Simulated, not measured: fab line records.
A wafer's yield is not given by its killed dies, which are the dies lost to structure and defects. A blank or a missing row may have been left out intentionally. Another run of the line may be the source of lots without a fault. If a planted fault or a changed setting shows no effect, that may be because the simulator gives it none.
Which tool was responsible? :: flow gf180mcu :: 13 lots with 39 wafers sampled at 6 steps, on a route of 602 steps

## WHAT EACH GAUGE READ, for each wafer
GF_HV_LDD_TW_MEAS_38. Usual: HV_LDD_3_TW 1432, standard deviation 9.6.
lot: L494
measured: day 11 18:17
on: film-metro-03
HV_LDD_3_TW: 1429 1430 1437
flag: 

lot: L496
measured: day 12 08:40
on: film-metro-01
HV_LDD_3_TW: 1421 1424 1420
flag: 

lot: L500
measured: day 13 11:40
on: film-metro-03
HV_LDD_3_TW: 1426 1427 1429
flag: 

lot: L501
measured: day 13 22:55
on: film-metro-01
HV_LDD_3_TW: 1419 1417 1424
flag: 

lot: L504
measured: day 14 18:14
on: film-metro-03
HV_LDD_3_TW: 1433 1427 1430
flag: 

lot: L508
measured: day 16 06:44
on: film-metro-01
HV_LDD_3_TW: 1416 1424 1419
flag: 

lot: L510
measured: day 17 02:28
on: film-metro-03
HV_LDD_3_TW: 1430 1433 1431
flag: 

lot: L512
measured: day 17 10:50
on: film-metro-03
HV_LDD_3_TW: 1437 1423 1434
flag: 

lot: L513
measured: day 17 16:52
on: film-metro-02
HV_LDD_3_TW: 1451 1448 1455
flag: 

lot: L514
measured: day 18 04:13
on: film-metro-01
HV_LDD_3_TW: 1428 1432 1427
flag: 

lot: L515
measured: day 18 09:43
on: film-metro-01
HV_LDD_3_TW: 1426 1427 1434
flag: 

lot: L516
measured: day 18 18:52
on: film-metro-01
HV_LDD_3_TW: 1428 1427 1432
flag: 

lot: L517
measured: day 19 00:13
on: film-metro-03
HV_LDD_3_TW: 1424 1426 1430
flag: 

GF_HV_LDD_TW_MEAS_50. Usual: HV_LDD_4_TW 569, standard deviation 4.4.
lot: L494
measured: day 12 13:56
on: film-metro-03
HV_LDD_4_TW: 569 567 566
flag: 

lot: L496
measured: day 13 04:46
on: film-metro-01
HV_LDD_4_TW: 561 565 564
flag: 

lot: L500
measured: day 14 08:16
on: film-metro-02
HV_LDD_4_TW: 575 576 576
flag: 

lot: L501
measured: day 14 20:05
on: film-metro-03
HV_LDD_4_TW: 571 568 567
flag: 

lot: L504
measured: day 15 16:20
on: film-metro-01
HV_LDD_4_TW: 564 566 565
flag: 

lot: L508
measured: day 17 05:56
on: film-metro-03
HV_LDD_4_TW: 568 565 568
flag: 

lot: L510
measured: day 18 01:55
on: film-metro-02
HV_LDD_4_TW: 575 581 578
flag: 

lot: L512
measured: day 18 10:14
on: film-metro-02
HV_LDD_4_TW: 575 574 579
flag: 

lot: L513
measured: day 18 16:34
on: film-metro-02
HV_LDD_4_TW: 575 575 576
flag: 

lot: L514
measured: day 19 04:22
on: film-metro-03
HV_LDD_4_TW: 566 566 567
flag: 

lot: L515
measured: day 19 10:13
on: film-metro-01
HV_LDD_4_TW: 567 568 567
flag: 

lot: L516
measured: day 19 19:58
on: film-metro-01
HV_LDD_4_TW: 564 569 568
flag: 

lot: L517
measured: day 20 00:58
on: film-metro-03
HV_LDD_4_TW: 571 569 564
flag: 

GF_HV_LDD_RS_MEAS_53: a four-point-probe measurement. Usual: HV_LDD_RS 418.1 ohm/sq, standard deviation 0.93.
lot: L494
measured: day 12 14:08
on: film-metro-01
HV_LDD_RS (ohm/sq): 418.8 418.3 419.2
flag: 

lot: L496
measured: day 13 04:56
on: film-metro-02
HV_LDD_RS (ohm/sq): 418.4 418.7 418.8
flag: 

lot: L500
measured: day 14 08:28
on: film-metro-03
HV_LDD_RS (ohm/sq): 416.9 417.3 416.9
flag: 

lot: L501
measured: day 14 20:17
on: film-metro-01
HV_LDD_RS (ohm/sq): 417.2 419.5 417.2
flag: 

lot: L504
measured: day 15 16:33
on: film-metro-01
HV_LDD_RS (ohm/sq): 416.4 416.2 416.9
flag: 

lot: L508
measured: day 17 06:09
on: film-metro-01
HV_LDD_RS (ohm/sq): 418.3 418.3 417.9
flag: 

lot: L510
measured: day 18 02:07
on: film-metro-03
HV_LDD_RS (ohm/sq): 418.8 418.4 419.3
flag: 

lot: L512
measured: day 18 10:26
on: film-metro-03
HV_LDD_RS (ohm/sq): 417.8 416.6 416.3
flag: 

lot: L513
measured: day 18 16:44
on: film-metro-03
HV_LDD_RS (ohm/sq): 417.2 419.0 417.8
flag: 

lot: L514
measured: day 19 04:32
on: film-metro-02
HV_LDD_RS (ohm/sq): 419.0 418.9 419.3
flag: 

lot: L515
measured: day 19 10:23
on: film-metro-03
HV_LDD_RS (ohm/sq): 418.2 418.6 419.6
flag: 

lot: L516
measured: day 19 20:10
on: film-metro-03
HV_LDD_RS (ohm/sq): 418.7 418.9 418.0
flag: 

lot: L517
measured: day 20 01:08
on: film-metro-02
HV_LDD_RS (ohm/sq): 418.9 419.1 419.6
flag: 

GF_PSD_RS_MEAS_14: a four-point-probe measurement. Usual: NSD_RS 46.11 ohm/sq, standard deviation 0.092.
lot: L494
measured: day 14 12:04
on: film-metro-03
NSD_RS (ohm/sq): 46.05 46.11 46.08
flag: 

lot: L496
measured: day 15 01:42
on: film-metro-01
NSD_RS (ohm/sq): 46.09 46.19 46.19
flag: 

lot: L500
measured: day 16 06:47
on: film-metro-03
NSD_RS (ohm/sq): 46.09 46.09 46.04
flag: 

lot: L501
measured: day 16 21:13
on: film-metro-03
NSD_RS (ohm/sq): 46.07 46.10 46.09
flag: 

lot: L504
measured: day 17 18:52
on: film-metro-04
NSD_RS (ohm/sq): 47.36 46.16 46.11
flag: OFF

lot: L508
measured: day 19 09:55
on: film-metro-01
NSD_RS (ohm/sq): 46.09 46.11 46.01
flag: 

lot: L510
measured: day 20 05:32
on: film-metro-03
NSD_RS (ohm/sq): 46.16 46.21 46.04
flag: 

lot: L512
measured: day 20 15:28
on: film-metro-01
NSD_RS (ohm/sq): 46.08 46.10 46.05
flag: 

lot: L513
measured: day 20 21:13
on: film-metro-04
NSD_RS (ohm/sq): 46.16 46.13 46.20
flag: 

lot: L514
measured: day 21 07:42
on: film-metro-04
NSD_RS (ohm/sq): 46.06 46.00 46.16
flag: 

lot: L515
measured: day 21 14:09
on: film-metro-04
NSD_RS (ohm/sq): 46.21 46.06 46.08
flag: 

lot: L516
measured: day 21 23:34
on: film-metro-03
NSD_RS (ohm/sq): 46.07 45.97 46.09
flag: 

lot: L517
measured: day 22 04:33
on: film-metro-03
NSD_RS (ohm/sq): 46.08 46.13 46.13
flag: 

## WHAT TOOL EACH LOT RAN ON (gives the tool, then ch and the chambers of the sampled wafers, and finally the start)
lot: L494
GF_NSD_IMPLANT_10: implanter-02 ch 0, day 13 14:46
GF_NSD_STRIP_11: plasma-asher-02 ch 0,1, day 13 14:54

lot: L496
GF_NSD_IMPLANT_10: implanter-04 ch 0, day 14 04:28
GF_NSD_STRIP_11: plasma-asher-03 ch 0,1, day 14 04:37

lot: L500
GF_NSD_IMPLANT_10: implanter-02 ch 0, day 15 08:42
GF_NSD_STRIP_11: plasma-asher-03 ch 0,1, day 15 08:50

lot: L501
GF_NSD_IMPLANT_10: implanter-01 ch 0, day 15 22:29
GF_NSD_STRIP_11: plasma-asher-03 ch 1, day 15 22:37

lot: L504
GF_NSD_IMPLANT_10: implanter-02 ch 0, day 16 18:53
GF_NSD_STRIP_11: plasma-asher-04 ch 0,1, day 16 19:00

lot: L508
GF_NSD_IMPLANT_10: implanter-01 ch 0, day 18 08:51
GF_NSD_STRIP_11: plasma-asher-03 ch 0,1, day 18 08:58

lot: L510
GF_NSD_IMPLANT_10: implanter-04 ch 0, day 19 04:53
GF_NSD_STRIP_11: plasma-asher-04 ch 0, day 19 05:01

lot: L512
GF_NSD_IMPLANT_10: implanter-01 ch 0, day 19 14:13
GF_NSD_STRIP_11: plasma-asher-02 ch 0,1, day 19 14:20

lot: L513
GF_NSD_IMPLANT_10: implanter-01 ch 0, day 19 20:26
GF_NSD_STRIP_11: plasma-asher-02 ch 0,1, day 19 20:35

lot: L514
GF_NSD_IMPLANT_10: implanter-01 ch 0, day 20 07:26
GF_NSD_STRIP_11: plasma-asher-04 ch 0,1, day 20 07:35

lot: L515
GF_NSD_IMPLANT_10: implanter-01 ch 0, day 20 13:29
GF_NSD_STRIP_11: plasma-asher-03 ch 0,1, day 20 13:38

lot: L516
GF_NSD_IMPLANT_10: implanter-02 ch 0, day 20 22:48
GF_NSD_STRIP_11: plasma-asher-02 ch 1, day 20 22:56

lot: L517
GF_NSD_IMPLANT_10: implanter-01 ch 0, day 21 04:16
GF_NSD_STRIP_11: plasma-asher-04 ch 0,1, day 21 04:25
- GF_NSD_IMPLANT_10
- GF_NSD_STRIP_11: strips in O2/N2.

## AS READ BY THE TOOLS THEMSELVES (means over the sampled wafers that have a number; for cases with no such wafer, the mark the record gives instead)
GF_NSD_STRIP_11. Usual: chamber-pressure-mTorr 1500.0 mTorr, standard deviation 1.5; drypump-motor-current-A 5.5 A, standard deviation 0.43; heater-power-w 348 W, standard deviation 40; oes-product-au 0.487 a.u., standard deviation 0.0046; strip-time-to-endpoint-s 22.97 s, standard deviation 0.034.
lot: L494
tool: plasma-asher-02
chamber-pressure-mTorr (mTorr): 1499.5
drypump-motor-current-A (A): 5.9
heater-power-w (W): 355
oes-product-au (a.u.): 0.487
strip-time-to-endpoint-s (s): 22.95
flag: 

lot: L496
tool: plasma-asher-03
chamber-pressure-mTorr (mTorr): 1500.5
drypump-motor-current-A (A): 5.6
heater-power-w (W): 329
oes-product-au (a.u.): 0.486
strip-time-to-endpoint-s (s): 22.99
flag: 

lot: L500
tool: plasma-asher-03
chamber-pressure-mTorr (mTorr): 1500.8
drypump-motor-current-A (A): 5.6
heater-power-w (W): 333
oes-product-au (a.u.): 0.488
strip-time-to-endpoint-s (s): 22.98
flag: 

lot: L501
tool: plasma-asher-03
chamber-pressure-mTorr (mTorr): 1499.8
drypump-motor-current-A (A): 5.7
heater-power-w (W): 284
oes-product-au (a.u.): 0.490
strip-time-to-endpoint-s (s): 23.01
flag: 

lot: L504
tool: plasma-asher-04
chamber-pressure-mTorr (mTorr): 1500.0
drypump-motor-current-A (A): 5.1
heater-power-w (W): 328
oes-product-au (a.u.): 0.490
strip-time-to-endpoint-s (s): 22.91
flag: 

lot: L508
tool: plasma-asher-03
chamber-pressure-mTorr (mTorr): 1500.3
drypump-motor-current-A (A): 5.6
heater-power-w (W): 376
oes-product-au (a.u.): 0.488
strip-time-to-endpoint-s (s): 22.92
flag: 

lot: L510
tool: plasma-asher-04
chamber-pressure-mTorr (mTorr): 1500.5
drypump-motor-current-A (A): 5.6
heater-power-w (W): 344
oes-product-au (a.u.): 0.481
strip-time-to-endpoint-s (s): 22.97
flag: 

lot: L512
tool: plasma-asher-02
chamber-pressure-mTorr (mTorr): 1501.1
drypump-motor-current-A (A): 5.9
heater-power-w (W): 358
oes-product-au (a.u.): 0.486
strip-time-to-endpoint-s (s): 22.95
flag: 

lot: L513
tool: plasma-asher-02
chamber-pressure-mTorr (mTorr): 1499.0
drypump-motor-current-A (A): 5.6
heater-power-w (W): 355
oes-product-au (a.u.): 0.485
strip-time-to-endpoint-s (s): 22.97
flag: 

lot: L514
tool: plasma-asher-04
chamber-pressure-mTorr (mTorr): 1499.6
drypump-motor-current-A (A): 5.1
heater-power-w (W): 321
oes-product-au (a.u.): 0.486
strip-time-to-endpoint-s (s): 22.98
flag: 

lot: L515
tool: plasma-asher-03
chamber-pressure-mTorr (mTorr): 1501.0
drypump-motor-current-A (A): 5.5
heater-power-w (W): 383
oes-product-au (a.u.): 0.489
strip-time-to-endpoint-s (s): 23.01
flag: 

lot: L516
tool: plasma-asher-02
chamber-pressure-mTorr (mTorr): 1498.9
drypump-motor-current-A (A): 5.3
heater-power-w (W): 363
oes-product-au (a.u.): 0.489
strip-time-to-endpoint-s (s): 22.96
flag: 

lot: L517
tool: plasma-asher-04
chamber-pressure-mTorr (mTorr): 1497.9
drypump-motor-current-A (A): 5.4
heater-power-w (W): 334
oes-product-au (a.u.): 0.485
strip-time-to-endpoint-s (s): 22.98
flag: 

## THE ANSWER, worked out from the rows above alone
Rule: a lot is off if the mean of its wafers that have a number lies more than 3 standard deviations from the usual mean. Also off: a lot with no number at a reading for which 4 or more lots have one. Where the step has rows for the other lots, those lots are counted as sound. Order of review: gauges by route order, followed by the tools' own readings, for which a lot's mean as printed above is used. At the first step where some lot is off, the reading lying furthest off is the one used; lots without a number count as furthest.
Off: L504, at GF_PSD_RS_MEAS_14 (NSD_RS).
A tool fits if, at a process step before that reading, it ran every lot that is off, and no sound lot after the first of them. The gauges at GF_PSD_RS_MEAS_14 are tried like those tools. None of those tried fits.

## WHAT THE SIMULATOR HAD PUT IN
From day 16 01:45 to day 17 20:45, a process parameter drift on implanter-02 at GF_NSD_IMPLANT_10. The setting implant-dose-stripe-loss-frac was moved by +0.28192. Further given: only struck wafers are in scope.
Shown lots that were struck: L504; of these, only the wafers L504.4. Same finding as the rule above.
